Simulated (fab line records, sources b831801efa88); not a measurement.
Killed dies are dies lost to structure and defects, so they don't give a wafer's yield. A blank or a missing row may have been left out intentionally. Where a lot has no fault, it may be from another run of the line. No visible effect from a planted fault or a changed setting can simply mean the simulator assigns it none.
Which tool was responsible? ; flow sky130 ; at 1 step of a route of 708, 6 lots with 18 wafers sampled

## WHAT EACH GAUGE READ, for each wafer
SKY_METAL3_OVL_MEAS_14.
lot;measured;on;METAL3_OVL (nm)
L363;day 39 22:07;overlay-02;-4 -6 -4
L366;day 40 18:58;overlay-01;1 2 4
L370;day 41 11:01;overlay-02;-16 -18 -1
L373;day 42 08:37;overlay-02;-7 -3 -1
L376;day 43 11:07;overlay-02;-5 0 3
L378;day 44 04:01;overlay-01;3 6 -4

## WHAT TOOL EACH LOT RAN ON (gives the tool, then ch and the chambers of the sampled wafers, and finally the start)
Before these readings, the record contains no process step.

## THE ANSWER, worked out from the rows above alone
Rule: the lots themselves supply what counts as usual. Put in order of their means at a reading, lots are off if they are a third of the lots or fewer, leave a main group of 4 or more, and stand apart from it by a gap of 3 or more times the standard deviation of the main group's means; of several such gaps the widest counts. The tables above print the reading to a certain number of digits; a main group whose means all agree to those digits is not used. A lot without any number at a reading at which 4 lots or more have one is off too. Where the step has rows for the other lots, those lots are counted as sound.
No lot is off at any reading shown: from this, nothing can be told.

## WHAT WAS PUT IN BY THE SIMULATOR
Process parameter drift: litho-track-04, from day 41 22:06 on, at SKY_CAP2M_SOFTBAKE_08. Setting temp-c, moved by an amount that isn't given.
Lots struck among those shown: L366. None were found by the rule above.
